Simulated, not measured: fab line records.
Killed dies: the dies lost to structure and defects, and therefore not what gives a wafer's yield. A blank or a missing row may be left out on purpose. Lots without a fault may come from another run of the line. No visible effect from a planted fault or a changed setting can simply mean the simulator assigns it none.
fab line records -- flow gf180mcu
record: lots: 13, wafers: 39, lastDay: 34
route steps=602 shown SALICIDE@281 CONTACT@287 M1@318
lots that met no fault: from a run of the same line without faults
startH: the number of hours between the record's first day and the start of the first shown wafer of the lot -- waitH: hours elapsed since this lot's preceding step -- " unchanged from the row above -- L1.1+2: one row covering several wafers at once -- - either no value or no given start -- * or withheld: withheld -- < > ~ a bound
route shown NAME@n: a module of which the file shows steps, and the number in the route of the first -- usual: mean/standard deviation of fault-free wafers -- same: alike in all rows -- chamber/n: place in a boat -- sites: each site's reading -- _std_site: standard deviation across them -- _edge_site: mean of outer sites minus mean of inner sites -- radiusMm: how far each site lies from the wafer's centre -- mask NAME#n: copy n -- behind: the tool/chamber that last shaped the wafer -- hold: what put the lot on hold/how long, in hours/how the hold closed -- device: which transistor (n, p or np) failed to switch -- end of line: tests run on the same wafers once the route is complete -- step lacking rows: just its recipe -- killed: dies that structure and defects cost at the first sort, which is not the same as the wafer's yield -- map: a wafer's dies, marking killed ones x, the rest . and places with no die _
set.NAME: the setting that was run; set.NAME@STEP: the one run at that earlier step -- model.NAME: the simulator's own value behind a step, which no gauge read
route steps across a sampled set of lots; one table per step, one row per wafer
services: a tool's chamber out of use, with start hour (startH, from the record's first day; less than 0 if before it), hours out, and reason
== steps ==
step: GF_SALICIDE_SPUTTER_03
recipe: material: TiN, targetThkNm: 20, powerW: 6500, timeS: 16.7, chamberPressurePa: 0.4
usual: throttleValvePct: 29.5/0.89
same: timeS: 16.7
lot.wafer,tool,chamber,startH,waitH,throttleValvePct
L512.1,pvdSputter-02,-,345.26,0.0,29.6
L512.5,pvdSputter-02,-,345.26,0.0,29.3
L512.6,pvdSputter-02,-,345.26,0.0,28.4
L514.3,pvdSputter-02,-,362.39,0.0,28.2
L514.4,pvdSputter-02,-,362.39,0.0,30.4
L514.5,pvdSputter-02,-,362.39,0.0,30.3
L515.1,pvdSputter-04,-,365.30,0.0,29.7
L515.2,pvdSputter-04,-,365.30,0.0,28.4
L515.6,pvdSputter-04,-,365.30,0.0,28.9
L517.4,pvdSputter-03,-,382.90,0.0,30.7
L517.5,pvdSputter-03,-,382.90,0.0,30.7
L517.6,pvdSputter-03,-,382.90,0.0,31.4
L516.1,pvdSputter-03,-,386.76,0.0,28.9
L516.2,pvdSputter-03,-,386.76,0.0,31.4
L516.3,pvdSputter-03,-,386.76,0.0,29.7
L525.1,pvdSputter-03,-,461.46,0.0,28.9
L525.4,pvdSputter-03,-,461.46,0.0,31.2
L525.5,pvdSputter-03,-,461.46,0.0,31.4
L528.2,pvdSputter-02,-,480.49,0.0,29.7
L528.5,pvdSputter-02,-,480.49,0.0,28.3
L528.6,pvdSputter-02,-,480.49,0.0,29.3
L529.2,pvdSputter-03,-,491.61,0.0,29.7
L529.4,pvdSputter-03,-,491.61,0.0,30.5
L529.6,pvdSputter-03,-,491.61,0.0,29.7
L530.1,pvdSputter-02,-,500.21,0.0,29.5
L530.3,pvdSputter-02,-,500.21,0.0,28.5
L530.6,pvdSputter-02,-,500.21,0.0,30.7
L531.4,pvdSputter-04,-,506.39,0.0,29.5
L531.5,pvdSputter-04,-,506.39,0.0,29.6
L531.6,pvdSputter-04,-,506.39,0.0,29.6
L532.1,pvdSputter-04,-,519.59,0.0,29.7
L532.2,pvdSputter-04,-,519.59,0.0,28.6
L532.3,pvdSputter-04,-,519.59,0.0,29.4
L533.2,pvdSputter-04,-,519.89,0.0,28.9
L533.3,pvdSputter-04,-,519.89,0.0,29.6
L533.4,pvdSputter-04,-,519.89,0.0,29.5
L534.2,pvdSputter-02,-,530.86,0.0,28.1
L534.4,pvdSputter-02,-,530.86,0.0,29.2
L534.6,pvdSputter-02,-,530.86,0.0,28.4
step: GF_CONTACT_CVD_00
recipe: material: SiO2, targetThkNm: 300, sigmaOpenFrac: 0.3, tempC: 400, timeS: 50, sih4FlowSccm: 60, pressureMtorr: 6
usual: sih4FlowSccm: 59.98/0.18
same: timeS: 50
lot.wafer,tool,chamber,startH,waitH,sih4FlowSccm
L512.1,hdpcvd-02,0,345.76,0.1,59.79
L512.5,hdpcvd-02,0,345.76,0.1,59.85
L512.6,hdpcvd-02,2,345.76,0.1,60.31
L514.3,hdpcvd-01,1,362.88,0.1,60.11
L514.4,hdpcvd-01,2,362.88,0.1,60.02
L514.5,hdpcvd-01,0,362.88,0.1,60.14
L515.1,hdpcvd-01,2,365.80,0.1,59.75
L515.2,hdpcvd-01,0,365.80,0.1,29.75
L515.6,hdpcvd-01,1,365.80,0.1,60.09
L517.4,hdpcvd-01,2,383.43,0.1,59.97
L517.5,hdpcvd-01,1,383.43,0.1,59.77
L517.6,hdpcvd-01,0,383.43,0.1,30.06
L516.1,hdpcvd-01,2,387.26,0.1,60.07
L516.2,hdpcvd-01,0,387.26,0.1,30.15
L516.3,hdpcvd-01,1,387.26,0.1,60.04
L525.1,hdpcvd-02,1,461.96,0.1,59.62
L525.4,hdpcvd-02,2,461.96,0.1,59.75
L525.5,hdpcvd-02,0,461.96,0.1,60.06
L528.2,hdpcvd-01,2,480.99,0.1,60.11
L528.5,hdpcvd-01,1,480.99,0.1,60.33
L528.6,hdpcvd-01,0,480.99,0.1,59.99
L529.2,hdpcvd-02,0,492.11,0.1,60.08
L529.4,hdpcvd-02,1,492.11,0.1,59.82
L529.6,hdpcvd-02,0,492.11,0.1,60.16
L530.1,hdpcvd-01,2,500.71,0.1,60.32
L530.3,hdpcvd-01,1,500.71,0.1,60.31
L530.6,hdpcvd-01,2,500.71,0.1,60.09
L531.4,hdpcvd-02,0,506.91,0.1,59.81
L531.5,hdpcvd-02,1,506.91,0.1,60.06
L531.6,hdpcvd-02,2,506.91,0.1,59.77
L532.1,hdpcvd-01,0,520.08,0.1,60.30
L532.2,hdpcvd-01,1,520.08,0.1,60.09
L532.3,hdpcvd-01,2,520.08,0.1,59.99
L533.2,hdpcvd-02,0,520.38,0.1,59.98
L533.3,hdpcvd-02,0,520.38,0.1,59.93
L533.4,hdpcvd-02,2,520.38,0.1,59.84
L534.2,hdpcvd-02,0,531.37,0.1,60.23
L534.4,hdpcvd-02,2,531.37,0.1,59.99
L534.6,hdpcvd-02,2,531.37,0.1,59.75
step: GF_CONTACT_THK_MEAS_01
recipe: reads: SiO2_of_CONTACT_CVD_00
usual: CONTACT_CVD_00_THK: 298/3.8
lot.wafer,tool,chamber,startH,waitH,CONTACT_CVD_00_THK[nm]
L512.1,filmMetro-04,-,345.80,0.0,289
L512.5,filmMetro-04,-,345.80,0.0,295
L512.6,filmMetro-04,-,345.80,0.0,299
L514.3,filmMetro-02,-,362.95,0.0,297
L514.4,filmMetro-02,-,362.95,0.0,288
L514.5,filmMetro-02,-,362.95,0.0,301
L515.1,filmMetro-02,-,365.84,0.0,293
L515.2,filmMetro-02,-,365.84,0.0,153
L515.6,filmMetro-02,-,365.84,0.0,299
L517.4,filmMetro-03,-,383.48,0.0,295
L517.5,filmMetro-03,-,383.48,0.0,296
L517.6,filmMetro-03,-,383.48,0.0,152
L516.1,filmMetro-03,-,387.31,0.0,292
L516.2,filmMetro-03,-,387.31,0.0,151
L516.3,filmMetro-03,-,387.31,0.0,294
L525.1,filmMetro-04,-,462.00,0.0,299
L525.4,filmMetro-04,-,462.00,0.0,293
L525.5,filmMetro-04,-,462.00,0.0,298
L528.2,filmMetro-04,-,481.05,0.0,293
L528.5,filmMetro-04,-,481.05,0.0,298
L528.6,filmMetro-04,-,481.05,0.0,299
L529.2,filmMetro-02,-,492.16,0.0,295
L529.4,filmMetro-02,-,492.16,0.0,300
L529.6,filmMetro-02,-,492.16,0.0,299
L530.1,filmMetro-03,-,500.76,0.0,293
L530.3,filmMetro-03,-,500.76,0.0,294
L530.6,filmMetro-03,-,500.76,0.0,292
L531.4,filmMetro-03,-,506.96,0.0,297
L531.5,filmMetro-03,-,506.96,0.0,300
L531.6,filmMetro-03,-,506.96,0.0,297
L532.1,filmMetro-04,-,520.13,0.0,302
L532.2,filmMetro-04,-,520.13,0.0,299
L532.3,filmMetro-04,-,520.13,0.0,300
L533.2,filmMetro-04,-,520.46,0.1,298
L533.3,filmMetro-04,-,520.46,0.1,301
L533.4,filmMetro-04,-,520.46,0.1,298
L534.2,filmMetro-02,-,531.44,0.1,298
L534.4,filmMetro-02,-,531.44,0.1,301
L534.6,filmMetro-02,-,531.44,0.1,301
step: GF_CONTACT_ETCH_17
recipe: chemistry: C4F8/O2/Ar, maskMaterial: KrF, target: SiO2, stopOn: CoSi2, sourceW: 1500, biasW: 1200, pressureMtorr: 40, c4f8FlowSccm: withheld, O2_flow_sccm: 6, Ar_flow_sccm: 300, timeS: withheld, targetDepthA: 8600
usual: oesProductAu: 0.814/0.0048
lot.wafer,tool,chamber,startH,waitH,oesProductAu
L512.1,rieDiel-03,1,-,-,0.813
L512.5,rieDiel-03,1,-,-,0.808
L512.6,rieDiel-03,2,-,-,0.818
L514.3,rieDiel-02,2,-,-,0.817
L514.4,rieDiel-02,3,-,-,0.806
L514.5,rieDiel-02,0,-,-,0.820
L515.1,rieDiel-03,1,-,-,0.808
L515.2,rieDiel-03,3,-,-,0.743
L515.6,rieDiel-03,0,-,-,0.817
L517.4,rieDiel-03,3,-,-,0.808
L517.5,rieDiel-03,1,-,-,0.811
L517.6,rieDiel-03,0,-,-,0.740
L516.1,rieDiel-04,0,-,-,0.809
L516.2,rieDiel-04,2,-,-,0.743
L516.3,rieDiel-04,3,-,-,0.816
L525.1,rieDiel-02,2,-,-,0.820
L525.4,rieDiel-02,0,-,-,0.806
L525.5,rieDiel-02,2,-,-,0.811
L528.2,rieDiel-03,0,-,-,0.816
L528.5,rieDiel-03,1,-,-,0.818
L528.6,rieDiel-03,2,-,-,0.813
L529.2,rieDiel-04,2,-,-,0.814
L529.4,rieDiel-04,2,-,-,0.815
L529.6,rieDiel-04,0,-,-,0.813
L530.1,rieDiel-04,3,-,-,0.811
L530.3,rieDiel-04,2,-,-,0.816
L530.6,rieDiel-04,3,-,-,0.809
L531.4,rieDiel-03,1,-,-,0.807
L531.5,rieDiel-03,3,-,-,0.813
L531.6,rieDiel-03,0,-,-,0.814
L532.1,rieDiel-02,3,-,-,0.816
L532.2,rieDiel-02,0,-,-,0.812
L532.3,rieDiel-02,2,-,-,0.810
L533.2,rieDiel-04,3,-,-,0.811
L533.3,rieDiel-04,2,-,-,0.811
L533.4,rieDiel-04,0,-,-,0.808
L534.2,rieDiel-03,2,-,-,0.818
L534.4,rieDiel-03,3,-,-,0.817
L534.6,rieDiel-03,3,-,-,0.821
step: GF_CONTACT_SPUTTER_23
recipe: material: TiN, targetThkNm: 10, chamberPressurePa: 5, powerW: 4000, timeS: 40
usual: throttleValvePct: 29.9/0.92
same: timeS: 40
lot.wafer,tool,chamber,startH,waitH,throttleValvePct
L512.1,pvdSputter-01,-,368.65,0.0,30.0
L512.5,pvdSputter-01,-,368.65,0.0,31.4
L512.6,pvdSputter-01,-,368.65,0.0,30.2
L514.3,pvdSputter-02,-,386.35,0.0,29.4
L514.4,pvdSputter-02,-,386.35,0.0,30.6
L514.5,pvdSputter-02,-,386.35,0.0,30.8
L515.1,pvdSputter-02,-,389.41,0.0,28.4
L515.2,pvdSputter-02,-,389.41,0.0,29.1
L515.6,pvdSputter-02,-,389.41,0.0,29.3
L517.4,pvdSputter-02,-,408.24,0.0,29.4
L517.5,pvdSputter-02,-,408.24,0.0,30.7
L517.6,pvdSputter-02,-,408.24,0.0,29.0
L516.1,pvdSputter-01,-,412.01,0.0,31.4
L516.2,pvdSputter-01,-,412.01,0.0,30.2
L516.3,pvdSputter-01,-,412.01,0.0,30.0
L525.1,pvdSputter-01,-,487.84,0.0,30.3
L525.4,pvdSputter-01,-,487.84,0.0,31.4
L525.5,pvdSputter-01,-,487.84,0.0,29.9
L528.2,pvdSputter-02,-,506.09,0.0,28.1
L528.5,pvdSputter-02,-,506.09,0.0,30.8
L528.6,pvdSputter-02,-,506.09,0.0,28.6
L529.2,pvdSputter-03,-,517.08,0.0,28.7
L529.4,pvdSputter-03,-,517.08,0.0,30.5
L529.6,pvdSputter-03,-,517.08,0.0,28.8
L530.1,pvdSputter-02,-,525.11,0.0,29.6
L530.3,pvdSputter-02,-,525.11,0.0,30.7
L530.6,pvdSputter-02,-,525.11,0.0,30.6
L531.4,pvdSputter-02,-,531.59,0.0,28.9
L531.5,pvdSputter-02,-,531.59,0.0,30.3
L531.6,pvdSputter-02,-,531.59,0.0,28.2
L532.1,pvdSputter-01,-,543.96,0.0,29.8
L532.2,pvdSputter-01,-,543.96,0.0,30.5
L532.3,pvdSputter-01,-,543.96,0.0,31.3
L533.2,pvdSputter-02,-,545.07,0.0,30.8
L533.3,pvdSputter-02,-,545.07,0.0,28.0
L533.4,pvdSputter-02,-,545.07,0.0,29.7
L534.2,pvdSputter-01,-,555.06,0.0,30.0
L534.4,pvdSputter-01,-,555.06,0.0,31.3
L534.6,pvdSputter-01,-,555.06,0.0,30.0
step: GF_M1_SPUTTER_03
recipe: material: Ti, targetThkNm: 10, substrateTempC: 300, chamberPressurePa: 0.3, powerW: 3000, timeS: 6.7
usual: throttleValvePct: 29.8/0.87
same: timeS: 6.7
lot.wafer,tool,chamber,startH,waitH,throttleValvePct
L512.1,pvdSputter-04,-,369.43,0.0,29.6
L512.5,pvdSputter-04,-,369.43,0.0,29.3
L512.6,pvdSputter-04,-,369.43,0.0,28.7
L514.3,pvdSputter-01,-,387.30,0.0,29.9
L514.4,pvdSputter-01,-,387.30,0.0,31.3
L514.5,pvdSputter-01,-,387.30,0.0,31.4
L515.1,pvdSputter-03,-,390.38,0.0,29.1
L515.2,pvdSputter-03,-,390.38,0.0,31.3
L515.6,pvdSputter-03,-,390.38,0.0,29.4
L517.4,pvdSputter-03,-,409.69,0.0,30.8
L517.5,pvdSputter-03,-,409.69,0.0,29.0
L517.6,pvdSputter-03,-,409.69,0.0,29.8
L516.1,pvdSputter-04,-,412.79,0.0,28.6
L516.2,pvdSputter-04,-,412.79,0.0,28.9
L516.3,pvdSputter-04,-,412.79,0.0,29.8
L525.1,pvdSputter-04,-,488.62,0.0,29.6
L525.4,pvdSputter-04,-,488.62,0.0,29.7
L525.5,pvdSputter-04,-,488.62,0.0,28.6
L528.2,pvdSputter-03,-,506.87,0.0,29.6
L528.5,pvdSputter-03,-,506.87,0.0,29.0
L528.6,pvdSputter-03,-,506.87,0.0,30.5
L529.2,pvdSputter-03,-,517.86,0.0,30.9
L529.4,pvdSputter-03,-,517.86,0.0,31.5
L529.6,pvdSputter-03,-,517.86,0.0,30.6
L530.1,pvdSputter-03,-,525.89,0.0,31.1
L530.3,pvdSputter-03,-,525.89,0.0,30.9
L530.6,pvdSputter-03,-,525.89,0.0,30.8
L531.4,pvdSputter-04,-,532.38,0.0,29.7
L531.5,pvdSputter-04,-,532.38,0.0,29.8
L531.6,pvdSputter-04,-,532.38,0.0,29.8
L532.1,pvdSputter-04,-,544.74,0.0,28.9
L532.2,pvdSputter-04,-,544.74,0.0,29.8
L532.3,pvdSputter-04,-,544.74,0.0,29.6
L533.2,pvdSputter-03,-,545.85,0.0,31.1
L533.3,pvdSputter-03,-,545.85,0.0,29.6
L533.4,pvdSputter-03,-,545.85,0.0,30.9
L534.2,pvdSputter-01,-,555.93,0.0,31.3
L534.4,pvdSputter-01,-,555.93,0.0,30.1
L534.6,pvdSputter-01,-,555.93,0.0,30.0
== services ==
tool,chamber,startH,hours,kind
pvdSputter-01,-,327.09,1.3,repair
pvdSputter-04,-,342.51,3.1,repair
hdpcvd-01,-,366.40,2.8,pm
pvdSputter-04,-,371.38,35.5,repair
hdpcvd-02,-,375.09,0.2,repair
pvdSputter-01,-,377.00,3.3,repair
pvdSputter-01,-,390.13,3.4,repair
pvdSputter-02,-,403.47,1.9,repair
pvdSputter-03,-,406.52,2.6,repair
pvdSputter-02,-,435.18,9.1,repair
rieDiel-03,0,443.75,13.0,repair
rieDiel-03,2,444.16,1.5,repair
pvdSputter-04,-,453.25,3.9,repair
hdpcvd-02,-,461.03,0.8,pm
pvdSputter-02,-,467.07,4.9,repair
hdpcvd-01,-,468.17,0.8,repair
pvdSputter-03,-,495.87,2.6,repair
pvdSputter-01,-,512.83,7.4,repair
pvdSputter-04,-,516.07,3.1,repair
hdpcvd-01,-,522.66,1.5,repair
pvdSputter-03,-,530.80,7.7,repair
pvdSputter-01,-,531.37,2.5,repair
hdpcvd-01,-,539.25,15.0,pm
pvdSputter-03,-,553.62,14.8,repair
== key ==
firstSign: step: GF_CONTACT_CVD_00, reading: sih4FlowSccm, direction: down, sigmas: 99+, usual: 59.98, struck: 29.98
effect: step: GF_CONTACT_THK_MEAS_01, reading: CONTACT_CVD_00_THK, direction: down, sigmas: 38, usual: 298, struck: 152
effect: step: GF_CONTACT_ETCH_17, reading: oesProductAu, direction: down, sigmas: 15, usual: 0.814, struck: 0.742
metAt GF_CONTACT_CVD_00
struckLots L515,L516,L517
struckWafers L515.2,L516.2,L517.6
testerLeftOut L515,L516,L517
notActingAt GF_SALICIDE_SPUTTER_03,GF_CONTACT_SPUTTER_23,GF_M1_SPUTTER_03
onsetBetween 362.88 365.80
fault: kind: processParameterDrift, tool: hdpcvd-01, chamber: 0, onsetH: 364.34, steps: GF_CONTACT_CVD_00, channel: sih4FlowSccm, offset: -30, shape: step, endH: 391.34, actsIn: theseRecipesOnly, stated: 60
testerLeftOut: of these lots the tester's yield and bins aren't shown, on N5 and GAA mostly nor the transistor test; their killed dies are dies lost to structure and defects alone, not to doping, threshold or leakage, so they don't give the yield
